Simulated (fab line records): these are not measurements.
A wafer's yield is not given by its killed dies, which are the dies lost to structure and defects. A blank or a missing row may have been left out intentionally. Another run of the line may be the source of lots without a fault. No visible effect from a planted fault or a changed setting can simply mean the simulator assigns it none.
A sampling plan put to the test / flow gf180mcu / one line in one fab, 53 faults in these records, each fault weighed on the records of the lots it struck
What counts as the plan is the set of the line's own looks, namely the steps on the route at which a gauge or an inspection reads a wafer and does not change it. A look is open to judgement when struck wafers have a number at it and the file gives its usual mean and standard deviation on fault-free wafers. Caught: at a look after the fault's first step, the mean of the struck wafers lies 4 or more of those standard deviations (sigma) from the usual mean. On the tool: the fault's steps, tested the same way using the tool's own readings. A different recipe on the struck wafers counts as caught too, as does a record blank only for those wafers.

## THE FAULTS, as the simulator had put them in
1. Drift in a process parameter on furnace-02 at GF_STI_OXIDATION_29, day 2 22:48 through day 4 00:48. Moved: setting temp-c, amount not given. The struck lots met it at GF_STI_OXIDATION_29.
2. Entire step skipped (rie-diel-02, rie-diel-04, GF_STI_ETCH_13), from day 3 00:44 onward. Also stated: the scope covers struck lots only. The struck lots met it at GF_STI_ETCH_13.
3. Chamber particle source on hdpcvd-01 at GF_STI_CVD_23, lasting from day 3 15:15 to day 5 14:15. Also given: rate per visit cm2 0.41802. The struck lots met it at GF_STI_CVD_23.
4. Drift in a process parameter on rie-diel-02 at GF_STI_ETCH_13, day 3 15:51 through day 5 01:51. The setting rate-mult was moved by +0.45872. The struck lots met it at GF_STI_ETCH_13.
5. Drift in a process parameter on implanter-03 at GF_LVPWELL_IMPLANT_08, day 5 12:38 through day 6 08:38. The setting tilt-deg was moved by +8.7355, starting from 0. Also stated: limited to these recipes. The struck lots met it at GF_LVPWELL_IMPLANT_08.
6. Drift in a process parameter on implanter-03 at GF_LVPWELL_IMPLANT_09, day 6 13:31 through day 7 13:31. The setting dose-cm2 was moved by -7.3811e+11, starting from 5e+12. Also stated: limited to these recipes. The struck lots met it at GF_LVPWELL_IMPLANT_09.
7. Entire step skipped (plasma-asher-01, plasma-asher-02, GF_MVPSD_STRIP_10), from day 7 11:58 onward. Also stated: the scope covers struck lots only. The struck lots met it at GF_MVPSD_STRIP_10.
8. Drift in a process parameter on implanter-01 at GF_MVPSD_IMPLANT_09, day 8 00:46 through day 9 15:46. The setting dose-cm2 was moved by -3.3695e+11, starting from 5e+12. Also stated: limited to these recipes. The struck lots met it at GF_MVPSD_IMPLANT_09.
9. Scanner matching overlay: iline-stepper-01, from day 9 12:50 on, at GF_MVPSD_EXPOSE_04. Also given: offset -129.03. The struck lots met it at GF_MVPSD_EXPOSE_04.
10. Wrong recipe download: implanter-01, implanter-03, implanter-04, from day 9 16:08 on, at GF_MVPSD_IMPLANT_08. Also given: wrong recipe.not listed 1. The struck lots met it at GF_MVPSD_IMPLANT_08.
11. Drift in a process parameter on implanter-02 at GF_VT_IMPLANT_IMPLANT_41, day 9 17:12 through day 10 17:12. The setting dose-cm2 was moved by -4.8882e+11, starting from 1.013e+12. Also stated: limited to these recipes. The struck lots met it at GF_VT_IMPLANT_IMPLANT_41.
12. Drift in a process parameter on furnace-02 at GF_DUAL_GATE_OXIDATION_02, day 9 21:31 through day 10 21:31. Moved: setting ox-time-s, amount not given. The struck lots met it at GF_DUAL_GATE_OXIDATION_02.
13. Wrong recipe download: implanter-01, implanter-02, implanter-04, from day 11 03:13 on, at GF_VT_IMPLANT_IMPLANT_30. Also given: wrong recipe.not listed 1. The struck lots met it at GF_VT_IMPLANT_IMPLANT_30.
14. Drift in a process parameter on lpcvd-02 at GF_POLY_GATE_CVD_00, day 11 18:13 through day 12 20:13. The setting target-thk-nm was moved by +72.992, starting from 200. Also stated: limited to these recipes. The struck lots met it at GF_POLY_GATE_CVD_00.
15. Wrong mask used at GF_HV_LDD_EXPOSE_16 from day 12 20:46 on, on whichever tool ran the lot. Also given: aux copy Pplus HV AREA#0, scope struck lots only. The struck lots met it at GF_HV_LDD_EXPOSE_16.
16. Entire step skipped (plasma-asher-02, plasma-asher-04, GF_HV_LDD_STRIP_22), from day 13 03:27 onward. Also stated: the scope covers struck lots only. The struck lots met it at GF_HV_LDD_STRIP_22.
17. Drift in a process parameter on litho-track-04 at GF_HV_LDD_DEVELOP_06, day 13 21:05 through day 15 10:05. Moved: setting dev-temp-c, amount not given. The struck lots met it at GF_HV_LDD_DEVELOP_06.
18. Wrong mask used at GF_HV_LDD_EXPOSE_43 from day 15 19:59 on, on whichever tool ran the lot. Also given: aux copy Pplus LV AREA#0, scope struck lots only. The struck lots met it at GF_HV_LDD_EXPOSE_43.
19. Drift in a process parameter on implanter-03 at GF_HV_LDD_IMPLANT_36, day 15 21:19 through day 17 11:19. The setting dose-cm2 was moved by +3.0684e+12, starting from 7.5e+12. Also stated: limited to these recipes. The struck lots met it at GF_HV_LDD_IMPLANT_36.
20. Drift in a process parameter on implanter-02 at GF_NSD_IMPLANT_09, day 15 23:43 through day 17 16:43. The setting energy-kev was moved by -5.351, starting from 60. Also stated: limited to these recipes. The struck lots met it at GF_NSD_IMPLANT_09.
21. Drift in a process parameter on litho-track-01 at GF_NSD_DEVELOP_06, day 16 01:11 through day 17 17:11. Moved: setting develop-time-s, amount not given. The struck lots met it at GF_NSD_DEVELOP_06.
22. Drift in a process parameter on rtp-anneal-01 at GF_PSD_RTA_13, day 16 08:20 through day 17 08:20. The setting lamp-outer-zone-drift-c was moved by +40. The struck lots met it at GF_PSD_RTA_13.
23. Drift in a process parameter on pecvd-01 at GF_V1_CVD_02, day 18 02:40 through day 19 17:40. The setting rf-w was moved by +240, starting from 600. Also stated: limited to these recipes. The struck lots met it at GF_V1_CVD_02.
24. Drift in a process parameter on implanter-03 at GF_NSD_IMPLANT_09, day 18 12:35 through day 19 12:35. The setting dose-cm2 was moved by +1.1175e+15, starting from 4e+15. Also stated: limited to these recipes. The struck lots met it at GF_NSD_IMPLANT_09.
25. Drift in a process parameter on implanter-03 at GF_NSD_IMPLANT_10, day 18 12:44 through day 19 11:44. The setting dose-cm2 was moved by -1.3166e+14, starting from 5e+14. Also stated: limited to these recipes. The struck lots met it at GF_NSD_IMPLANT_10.
26. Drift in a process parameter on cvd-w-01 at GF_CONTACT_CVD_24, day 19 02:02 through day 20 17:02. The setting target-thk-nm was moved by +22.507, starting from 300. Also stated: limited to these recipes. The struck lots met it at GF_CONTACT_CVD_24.
27. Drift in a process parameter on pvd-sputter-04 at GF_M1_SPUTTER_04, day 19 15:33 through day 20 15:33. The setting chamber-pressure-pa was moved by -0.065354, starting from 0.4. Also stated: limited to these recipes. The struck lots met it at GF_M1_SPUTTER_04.
28. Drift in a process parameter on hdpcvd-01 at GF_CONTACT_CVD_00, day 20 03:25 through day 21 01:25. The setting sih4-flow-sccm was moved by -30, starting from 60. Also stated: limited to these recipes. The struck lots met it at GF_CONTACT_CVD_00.
29. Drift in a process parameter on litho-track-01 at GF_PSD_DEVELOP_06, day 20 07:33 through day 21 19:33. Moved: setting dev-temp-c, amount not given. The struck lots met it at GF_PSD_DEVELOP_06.
30. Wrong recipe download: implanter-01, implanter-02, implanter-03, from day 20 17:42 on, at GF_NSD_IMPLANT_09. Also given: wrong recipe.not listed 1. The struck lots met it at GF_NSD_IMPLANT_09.
31. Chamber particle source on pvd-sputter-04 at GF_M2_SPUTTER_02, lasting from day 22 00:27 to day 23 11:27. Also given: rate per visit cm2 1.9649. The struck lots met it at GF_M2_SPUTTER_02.
32. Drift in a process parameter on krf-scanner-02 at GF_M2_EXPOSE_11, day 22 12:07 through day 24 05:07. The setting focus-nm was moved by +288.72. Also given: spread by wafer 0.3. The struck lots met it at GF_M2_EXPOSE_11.
33. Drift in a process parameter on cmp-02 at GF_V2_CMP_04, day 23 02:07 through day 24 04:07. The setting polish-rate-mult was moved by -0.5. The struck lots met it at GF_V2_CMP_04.
34. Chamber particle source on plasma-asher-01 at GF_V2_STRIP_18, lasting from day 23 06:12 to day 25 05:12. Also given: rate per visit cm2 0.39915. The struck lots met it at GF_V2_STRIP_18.
35. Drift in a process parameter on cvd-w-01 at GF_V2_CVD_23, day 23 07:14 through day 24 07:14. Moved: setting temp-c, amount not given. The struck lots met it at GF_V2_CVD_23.
36. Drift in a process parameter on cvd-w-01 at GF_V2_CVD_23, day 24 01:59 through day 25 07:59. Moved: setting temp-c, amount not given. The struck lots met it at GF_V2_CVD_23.
37. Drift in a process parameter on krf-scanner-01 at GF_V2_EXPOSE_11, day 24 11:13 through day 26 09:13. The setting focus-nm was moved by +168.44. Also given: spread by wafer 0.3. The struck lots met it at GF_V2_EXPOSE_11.
38. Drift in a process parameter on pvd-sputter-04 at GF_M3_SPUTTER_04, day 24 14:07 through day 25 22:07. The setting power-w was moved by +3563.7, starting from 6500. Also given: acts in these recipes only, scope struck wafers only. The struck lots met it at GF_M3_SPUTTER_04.
39. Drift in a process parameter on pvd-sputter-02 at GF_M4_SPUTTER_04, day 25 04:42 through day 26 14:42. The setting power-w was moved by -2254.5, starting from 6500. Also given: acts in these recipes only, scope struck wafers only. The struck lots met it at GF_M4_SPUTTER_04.
40. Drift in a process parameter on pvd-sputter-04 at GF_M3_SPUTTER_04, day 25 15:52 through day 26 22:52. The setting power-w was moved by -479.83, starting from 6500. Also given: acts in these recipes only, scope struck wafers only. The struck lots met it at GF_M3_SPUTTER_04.
41. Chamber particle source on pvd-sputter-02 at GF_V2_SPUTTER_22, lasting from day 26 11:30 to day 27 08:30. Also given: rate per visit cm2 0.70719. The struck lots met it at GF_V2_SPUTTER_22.
42. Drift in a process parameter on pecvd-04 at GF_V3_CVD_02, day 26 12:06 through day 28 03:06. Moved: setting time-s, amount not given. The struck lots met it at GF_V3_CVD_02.
43. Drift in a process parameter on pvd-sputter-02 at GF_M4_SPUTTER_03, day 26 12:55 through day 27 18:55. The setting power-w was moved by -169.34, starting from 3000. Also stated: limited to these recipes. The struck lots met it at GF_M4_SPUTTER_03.
44. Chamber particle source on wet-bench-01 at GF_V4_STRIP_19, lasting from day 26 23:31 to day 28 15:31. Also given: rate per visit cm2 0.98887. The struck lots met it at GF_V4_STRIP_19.
45. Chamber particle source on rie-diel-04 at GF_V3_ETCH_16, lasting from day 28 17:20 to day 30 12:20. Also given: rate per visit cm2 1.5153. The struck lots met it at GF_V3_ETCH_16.
46. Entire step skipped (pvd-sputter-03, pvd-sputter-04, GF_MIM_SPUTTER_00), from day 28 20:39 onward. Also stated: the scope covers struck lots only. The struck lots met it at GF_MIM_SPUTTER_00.
47. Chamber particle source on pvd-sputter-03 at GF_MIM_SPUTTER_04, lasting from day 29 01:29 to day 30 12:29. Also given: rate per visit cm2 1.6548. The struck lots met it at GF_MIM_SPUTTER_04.
48. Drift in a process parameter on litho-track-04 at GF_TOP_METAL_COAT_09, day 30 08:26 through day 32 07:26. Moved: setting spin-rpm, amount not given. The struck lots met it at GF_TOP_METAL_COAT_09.
49. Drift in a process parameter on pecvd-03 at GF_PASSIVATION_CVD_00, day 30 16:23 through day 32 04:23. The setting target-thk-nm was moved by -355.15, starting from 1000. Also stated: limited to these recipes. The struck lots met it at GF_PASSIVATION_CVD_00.
50. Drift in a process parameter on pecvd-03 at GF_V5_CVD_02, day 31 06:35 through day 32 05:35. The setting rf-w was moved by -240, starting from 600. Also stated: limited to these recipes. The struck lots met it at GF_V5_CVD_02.
51. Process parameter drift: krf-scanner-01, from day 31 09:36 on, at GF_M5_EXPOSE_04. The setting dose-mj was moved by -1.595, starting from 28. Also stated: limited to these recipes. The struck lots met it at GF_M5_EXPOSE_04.
52. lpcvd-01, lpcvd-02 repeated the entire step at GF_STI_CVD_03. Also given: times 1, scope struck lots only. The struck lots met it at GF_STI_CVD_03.
53. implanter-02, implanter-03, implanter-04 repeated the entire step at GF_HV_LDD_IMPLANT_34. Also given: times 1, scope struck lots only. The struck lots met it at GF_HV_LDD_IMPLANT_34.

## WHAT THE PLAN SAW
fault=1; on the tool itself=tube-center-temp-C -99 or beyond sigma; first look that catches it=GF_STI_THK_MEAS_30; reading, sigma=STI_OXIDATION_02_THK -39; median hours from its first step to that look=1.4; hours from the fault's start to the first struck lot there=4; judged looks passed uncaught=0
fault=2; on the tool itself=the tool's record is blank for the struck wafers; first look that catches it=no look after it can be judged; reading, sigma=-; median hours from its first step to that look=-; hours from the fault's start to the first struck lot there=-; judged looks passed uncaught=0
fault=3; on the tool itself=no reading that can be judged; first look that catches it=no look after it can be judged; reading, sigma=-; median hours from its first step to that look=-; hours from the fault's start to the first struck lot there=-; judged looks passed uncaught=0
fault=4; on the tool itself=under 2 sigma; first look that catches it=none of the 2 looks that can be judged after it; reading, sigma=-; median hours from its first step to that look=-; hours from the fault's start to the first struck lot there=-; judged looks passed uncaught=2
fault=5; on the tool itself=tilt-deg +99 or beyond sigma; first look that catches it=GF_LVPWELL_TW_MEAS_11; reading, sigma=LVPWELL_TW +20; median hours from its first step to that look=0.4; hours from the fault's start to the first struck lot there=1; judged looks passed uncaught=0
fault=6; on the tool itself=dose-ions-cm2 -99 or beyond sigma; first look that catches it=GF_VT_IMPLANT_RS_MEAS_48; reading, sigma=LVPWELL_RS +15; median hours from its first step to that look=102.9; hours from the fault's start to the first struck lot there=106; judged looks passed uncaught=0
fault=7; on the tool itself=the tool's record is blank for the struck wafers; first look that catches it=GF_VT_IMPLANT_TW_MEAS_10; reading, sigma=VT_IMPLANT_TW -99 or beyond; median hours from its first step to that look=16.8; hours from the fault's start to the first struck lot there=23; judged looks passed uncaught=0
fault=8; on the tool itself=dose-ions-cm2 -60 sigma; first look that catches it=GF_VT_IMPLANT_RS_MEAS_49; reading, sigma=MVPSD_RS +6.3; median hours from its first step to that look=72.5; hours from the fault's start to the first struck lot there=77; judged looks passed uncaught=0
fault=9; on the tool itself=no reading that can be judged; first look that catches it=GF_MVPSD_OVL_MEAS_07; reading, sigma=MVPSD_OVL -98; median hours from its first step to that look=8.4; hours from the fault's start to the first struck lot there=11; judged looks passed uncaught=0
fault=10; on the tool itself=under 2 sigma; first look that catches it=GF_MVPSD_TW_MEAS_11; reading, sigma=MVPSD_TW +99 or beyond; median hours from its first step to that look=0.4; hours from the fault's start to the first struck lot there=2; judged looks passed uncaught=0
fault=11; on the tool itself=dose-ions-cm2 -99 or beyond sigma; first look that catches it=GF_VT_IMPLANT_TW_MEAS_43; reading, sigma=VT_IMPLANT_4_TW -34; median hours from its first step to that look=0.2; hours from the fault's start to the first struck lot there=3; judged looks passed uncaught=0
fault=12; on the tool itself=under 2 sigma; first look that catches it=GF_DUAL_GATE_THK_MEAS_03; reading, sigma=DUAL_GATE_OXIDATION_00_THK +6.9; median hours from its first step to that look=1.4; hours from the fault's start to the first struck lot there=6; judged looks passed uncaught=0
fault=13; on the tool itself=no reading that can be judged; first look that catches it=GF_VT_IMPLANT_TW_MEAS_32; reading, sigma=VT_IMPLANT_3_TW +99 or beyond; median hours from its first step to that look=0.2; hours from the fault's start to the first struck lot there=4; judged looks passed uncaught=0
fault=14; on the tool itself=under 2 sigma; first look that catches it=GF_POLY_GATE_THK_MEAS_01; reading, sigma=POLY_GATE_CVD_00_THK +44; median hours from its first step to that look=1.7; hours from the fault's start to the first struck lot there=6; judged looks passed uncaught=0
fault=15; on the tool itself=no reading that can be judged; first look that catches it=GF_HV_LDD_TW_MEAS_23; reading, sigma=HV_LDD_2_TW -99 or beyond; median hours from its first step to that look=10.0; hours from the fault's start to the first struck lot there=12; judged looks passed uncaught=0
fault=16; on the tool itself=the tool's record is blank for the struck wafers; first look that catches it=GF_HV_LDD_TW_MEAS_38; reading, sigma=HV_LDD_3_TW -99 or beyond; median hours from its first step to that look=20.8; hours from the fault's start to the first struck lot there=21; judged looks passed uncaught=0
fault=17; on the tool itself=developer-temp-C -24 sigma; first look that catches it=GF_HV_LDD_CD_MEAS_07; reading, sigma=cd-nm +4.3; median hours from its first step to that look=0.1; hours from the fault's start to the first struck lot there=3; judged looks passed uncaught=0
fault=18; on the tool itself=no reading that can be judged; first look that catches it=GF_HV_LDD_TW_MEAS_50; reading, sigma=HV_LDD_4_TW -99 or beyond; median hours from its first step to that look=12.1; hours from the fault's start to the first struck lot there=16; judged looks passed uncaught=0
fault=19; on the tool itself=dose-ions-cm2 +99 or beyond sigma; first look that catches it=GF_HV_LDD_RS_MEAS_53; reading, sigma=HV_LDD_RS -9.8; median hours from its first step to that look=23.7; hours from the fault's start to the first struck lot there=31; judged looks passed uncaught=1
fault=20; on the tool itself=beam-energy-keV -99 or beyond sigma; first look that catches it=GF_PSD_RS_MEAS_14; reading, sigma=NSD_RS +20; median hours from its first step to that look=23.5; hours from the fault's start to the first struck lot there=27; judged looks passed uncaught=2
fault=21; on the tool itself=under 2 sigma; first look that catches it=GF_NSD_CD_MEAS_07; reading, sigma=cd-nm -47; median hours from its first step to that look=0.1; hours from the fault's start to the first struck lot there=26; judged looks passed uncaught=0
fault=22; on the tool itself=under 2 sigma; first look that catches it=GF_PSD_RS_MEAS_14; reading, sigma=NSD_RS -45; median hours from its first step to that look=0.1; hours from the fault's start to the first struck lot there=11; judged looks passed uncaught=0
fault=23; on the tool itself=rf-fwd-power-W +99 or beyond sigma; first look that catches it=GF_V1_THK_MEAS_03; reading, sigma=V1_CVD_02_THK +10; median hours from its first step to that look=0.1; hours from the fault's start to the first struck lot there=8; judged looks passed uncaught=0
fault=24; on the tool itself=dose-ions-cm2 +99 or beyond sigma; first look that catches it=GF_PSD_RS_MEAS_14; reading, sigma=NSD_RS -15; median hours from its first step to that look=24.6; hours from the fault's start to the first struck lot there=30; judged looks passed uncaught=0
fault=25; on the tool itself=dose-ions-cm2 -99 or beyond sigma; first look that catches it=GF_PSD_RS_MEAS_14; reading, sigma=NSD_RS +21; median hours from its first step to that look=24.5; hours from the fault's start to the first struck lot there=30; judged looks passed uncaught=0
fault=26; on the tool itself=under 2 sigma; first look that catches it=GF_CONTACT_RS_MEAS_25; reading, sigma=CONTACT_W_RS -4.2; median hours from its first step to that look=0.1; hours from the fault's start to the first struck lot there=1; judged looks passed uncaught=0
fault=27; on the tool itself=chamber-pressure-pa -79 sigma; first look that catches it=none of the 7 looks that can be judged after it; reading, sigma=-; median hours from its first step to that look=-; hours from the fault's start to the first struck lot there=-; judged looks passed uncaught=7
fault=28; on the tool itself=sih4-flow-sccm -99 or beyond sigma; first look that catches it=GF_CONTACT_THK_MEAS_01; reading, sigma=CONTACT_CVD_00_THK -48; median hours from its first step to that look=0.0; hours from the fault's start to the first struck lot there=5; judged looks passed uncaught=0
fault=29; on the tool itself=developer-temp-C +21 sigma; first look that catches it=none of the 3 looks that can be judged after it; reading, sigma=strongest: cd-nm at GF_PSD_CD_MEAS_07, -3.1; median hours from its first step to that look=-; hours from the fault's start to the first struck lot there=-; judged looks passed uncaught=3
fault=30; on the tool itself=under 2 sigma; first look that catches it=GF_NSD_TW_MEAS_12; reading, sigma=NSD_TW +23; median hours from its first step to that look=0.4; hours from the fault's start to the first struck lot there=7; judged looks passed uncaught=0
fault=31; on the tool itself=under 2 sigma; first look that catches it=none of the 2 looks that can be judged after it; reading, sigma=-; median hours from its first step to that look=-; hours from the fault's start to the first struck lot there=-; judged looks passed uncaught=2
fault=32; on the tool itself=exposure-dose-mJ-cm2 -31 sigma; first look that catches it=GF_M2_CD_MEAS_14; reading, sigma=cd-nm -16; median hours from its first step to that look=10.9; hours from the fault's start to the first struck lot there=47; judged looks passed uncaught=0
fault=33; on the tool itself=time-to-endpoint-s +4.0 sigma; first look that catches it=no look after it can be judged; reading, sigma=-; median hours from its first step to that look=-; hours from the fault's start to the first struck lot there=-; judged looks passed uncaught=0
fault=34; on the tool itself=under 2 sigma; first look that catches it=no look after it can be judged; reading, sigma=-; median hours from its first step to that look=-; hours from the fault's start to the first struck lot there=-; judged looks passed uncaught=0
fault=35; on the tool itself=susceptor-temp-C -37 sigma; first look that catches it=GF_V2_RS_MEAS_24; reading, sigma=V2_W_RS +16; median hours from its first step to that look=0.1; hours from the fault's start to the first struck lot there=1; judged looks passed uncaught=0
fault=36; on the tool itself=susceptor-temp-C +60 sigma; first look that catches it=GF_V2_RS_MEAS_24; reading, sigma=V2_W_RS -20; median hours from its first step to that look=0.1; hours from the fault's start to the first struck lot there=9; judged looks passed uncaught=0
fault=37; on the tool itself=under 2 sigma; first look that catches it=none of the 2 looks that can be judged after it; reading, sigma=strongest: cd-nm at GF_V2_CD_MEAS_14, +2.3; median hours from its first step to that look=-; hours from the fault's start to the first struck lot there=-; judged looks passed uncaught=2
fault=38; on the tool itself=cathode-dc-power-W +99 or beyond sigma; first look that catches it=GF_M3_THK_MEAS_06; reading, sigma=M3_ALCU_THK -4.8; median hours from its first step to that look=7.5; hours from the fault's start to the first struck lot there=10; judged looks passed uncaught=1
fault=39; on the tool itself=cathode-dc-power-W -99 or beyond sigma; first look that catches it=none of the 2 looks that can be judged after it; reading, sigma=strongest: M4_ALCU_THK at GF_M4_THK_MEAS_06, +3.9; median hours from its first step to that look=-; hours from the fault's start to the first struck lot there=-; judged looks passed uncaught=2
fault=40; on the tool itself=cathode-dc-power-W -99 or beyond sigma; first look that catches it=none of the 7 looks that can be judged after it; reading, sigma=-; median hours from its first step to that look=-; hours from the fault's start to the first struck lot there=-; judged looks passed uncaught=7
fault=41; on the tool itself=under 2 sigma; first look that catches it=not the one look that can be judged after it; reading, sigma=-; median hours from its first step to that look=-; hours from the fault's start to the first struck lot there=-; judged looks passed uncaught=1
fault=42; on the tool itself=run-length-s +29 sigma; first look that catches it=GF_V3_THK_MEAS_03; reading, sigma=V3_CVD_02_THK +15; median hours from its first step to that look=0.1; hours from the fault's start to the first struck lot there=18; judged looks passed uncaught=0
fault=43; on the tool itself=cathode-dc-power-W -99 or beyond sigma; first look that catches it=no look after it can be judged; reading, sigma=-; median hours from its first step to that look=-; hours from the fault's start to the first struck lot there=-; judged looks passed uncaught=0
fault=44; on the tool itself=under 2 sigma; first look that catches it=none of the 2 looks that can be judged after it; reading, sigma=-; median hours from its first step to that look=-; hours from the fault's start to the first struck lot there=-; judged looks passed uncaught=2
fault=45; on the tool itself=under 2 sigma; first look that catches it=not the one look that can be judged after it; reading, sigma=-; median hours from its first step to that look=-; hours from the fault's start to the first struck lot there=-; judged looks passed uncaught=1
fault=46; on the tool itself=the tool's record is blank for the struck wafers; first look that catches it=no look after it can be judged; reading, sigma=-; median hours from its first step to that look=-; hours from the fault's start to the first struck lot there=-; judged looks passed uncaught=0
fault=47; on the tool itself=under 2 sigma; first look that catches it=no look after it can be judged; reading, sigma=-; median hours from its first step to that look=-; hours from the fault's start to the first struck lot there=-; judged looks passed uncaught=0
fault=48; on the tool itself=spin-speed-rpm +99 or beyond sigma; first look that catches it=not the one look that can be judged after it; reading, sigma=strongest: cd-nm at GF_TOP_METAL_CD_MEAS_14, -3.3; median hours from its first step to that look=-; hours from the fault's start to the first struck lot there=-; judged looks passed uncaught=1
fault=49; on the tool itself=under 2 sigma; first look that catches it=GF_PASSIVATION_THK_MEAS_01; reading, sigma=PASSIVATION_CVD_00_THK -27; median hours from its first step to that look=0.1; hours from the fault's start to the first struck lot there=5; judged looks passed uncaught=0
fault=50; on the tool itself=rf-fwd-power-W -99 or beyond sigma; first look that catches it=GF_V5_THK_MEAS_03; reading, sigma=V5_CVD_02_THK -13; median hours from its first step to that look=0.1; hours from the fault's start to the first struck lot there=3; judged looks passed uncaught=0
fault=51; on the tool itself=exposure-dose-mJ-cm2 -54 sigma; first look that catches it=GF_M5_CD_MEAS_07; reading, sigma=cd-nm +8.2; median hours from its first step to that look=9.0; hours from the fault's start to the first struck lot there=16; judged looks passed uncaught=0
fault=52; on the tool itself=under 2 sigma; first look that catches it=GF_STI_THK_MEAS_04; reading, sigma=STI_CVD_03_THK +98; median hours from its first step to that look=4.2; hours from the fault's start to the first struck lot there=-; judged looks passed uncaught=0
fault=53; on the tool itself=no reading that can be judged; first look that catches it=GF_HV_LDD_TW_MEAS_38; reading, sigma=HV_LDD_3_TW +8.5; median hours from its first step to that look=0.9; hours from the fault's start to the first struck lot there=-; judged looks passed uncaught=0
A dash: the fault is not caught, or the number is missing from these records.

Caught at a look: 35 of 53. Caught on the tool: 30 of 53. By one or the other: 44 of 53.
Faults 2, 27, 29, 33, 39, 40, 43, 46, 48 were caught on the tool alone.
Caught at a look alone: faults 9, 10, 12, 13, 14, 15, 18, 21, 22, 26, 30, 49, 52, 53.
Caught by neither: faults 3, 4, 31, 34, 37, 41, 44, 45, 47.

## THINNER SAMPLING
If the look that catches a fault measured only every second or every third lot, by lot number, the first struck lot would be measured this late in the worst case:
fault=1; struck lots at that look, in order of time=L269, L270, L272; every lot=4 h; every second lot=10 h; every third lot=may miss all 3
fault=5; struck lots at that look, in order of time=L467, L469; every lot=1 h; every second lot=may miss all 2; every third lot=may miss all 2
fault=6; struck lots at that look, in order of time=L783, L784; every lot=106 h; every second lot=112 h; every third lot=may miss all 2
fault=7; struck lots at that look, in order of time=L579, L580; every lot=23 h; every second lot=23 h; every third lot=may miss all 2
fault=8; struck lots at that look, in order of time=L975, L980; every lot=77 h; every second lot=112 h; every third lot=may miss all 2
fault=9; struck lots at that look, in order of time=L455, L456; every lot=11 h; every second lot=17 h; every third lot=may miss all 2
fault=10; struck lots at that look, in order of time=L331, L332, L333; every lot=2 h; every second lot=9 h; every third lot=14 h
fault=11; struck lots at that look, in order of time=L114, L115; every lot=3 h; every second lot=8 h; every third lot=may miss all 2
fault=12; struck lots at that look, in order of time=L962, L963; every lot=6 h; every second lot=21 h; every third lot=may miss all 2
fault=13; struck lots at that look, in order of time=L196, L197, L198; every lot=4 h; every second lot=11 h; every third lot=18 h
fault=14; struck lots at that look, in order of time=L358, L360; every lot=6 h; every second lot=may miss all 2; every third lot=may miss all 2
fault=15; struck lots at that look, in order of time=L717; every lot=12 h; every second lot=may miss it; every third lot=may miss it
fault=16; struck lots at that look, in order of time=L377, L378, L379; every lot=21 h; every second lot=26 h; every third lot=32 h
fault=17; struck lots at that look, in order of time=L533, L536; every lot=3 h; every second lot=27 h; every third lot=may miss all 2
fault=18; struck lots at that look, in order of time=L669; every lot=16 h; every second lot=may miss it; every third lot=may miss it
fault=19; struck lots at that look, in order of time=L628, L629; every lot=31 h; every second lot=42 h; every third lot=may miss all 2
fault=20; struck lots at that look, in order of time=L909, L911; every lot=27 h; every second lot=may miss all 2; every third lot=may miss all 2
fault=21; struck lots at that look, in order of time=L482, L484; every lot=26 h; every second lot=may miss all 2; every third lot=may miss all 2
fault=22; struck lots at that look, in order of time=L501, L502, L503; every lot=11 h; every second lot=14 h; every third lot=18 h
fault=23; struck lots at that look, in order of time=L449, L451; every lot=8 h; every second lot=may miss all 2; every third lot=may miss all 2
fault=24; struck lots at that look, in order of time=L942, L943; every lot=30 h; every second lot=37 h; every third lot=may miss all 2
fault=25; struck lots at that look, in order of time=L316, L317; every lot=30 h; every second lot=37 h; every third lot=may miss all 2
fault=26; struck lots at that look, in order of time=L453, L455; every lot=1 h; every second lot=may miss all 2; every third lot=may miss all 2
fault=28; struck lots at that look, in order of time=L921, L922; every lot=5 h; every second lot=16 h; every third lot=may miss all 2
fault=30; struck lots at that look, in order of time=L444, L445; every lot=7 h; every second lot=10 h; every third lot=may miss all 2
fault=32; struck lots at that look, in order of time=L129; every lot=47 h; every second lot=may miss it; every third lot=may miss it
fault=35; struck lots at that look, in order of time=L344, L345; every lot=1 h; every second lot=10 h; every third lot=may miss all 2
fault=36; struck lots at that look, in order of time=L704, L705; every lot=9 h; every second lot=16 h; every third lot=may miss all 2
fault=38; struck lots at that look, in order of time=L538, L540, L541; every lot=10 h; every second lot=40 h; every third lot=may miss all 3
fault=42; struck lots at that look, in order of time=L341, L342; every lot=18 h; every second lot=30 h; every third lot=may miss all 2
fault=49; struck lots at that look, in order of time=L408, L409; every lot=5 h; every second lot=17 h; every third lot=may miss all 2
fault=50; struck lots at that look, in order of time=L829, L830, L831; every lot=3 h; every second lot=6 h; every third lot=19 h
fault=51; struck lots at that look, in order of time=L703, L706; every lot=16 h; every second lot=36 h; every third lot=may miss all 2
Hours count from the start of the fault until the first struck lot that is measured. Since the struck wafers were tested as one group against 4 sigma, a single lot by itself may lie under the limit. Other struck lots may not be in these records.

## THE LONGEST TIMED WAY FROM STEP TO LOOK
Fault 6: a median of 102.9 hours passes between GF_LVPWELL_IMPLANT_09 and GF_VT_IMPLANT_RS_MEAS_48. No look between them can be judged.
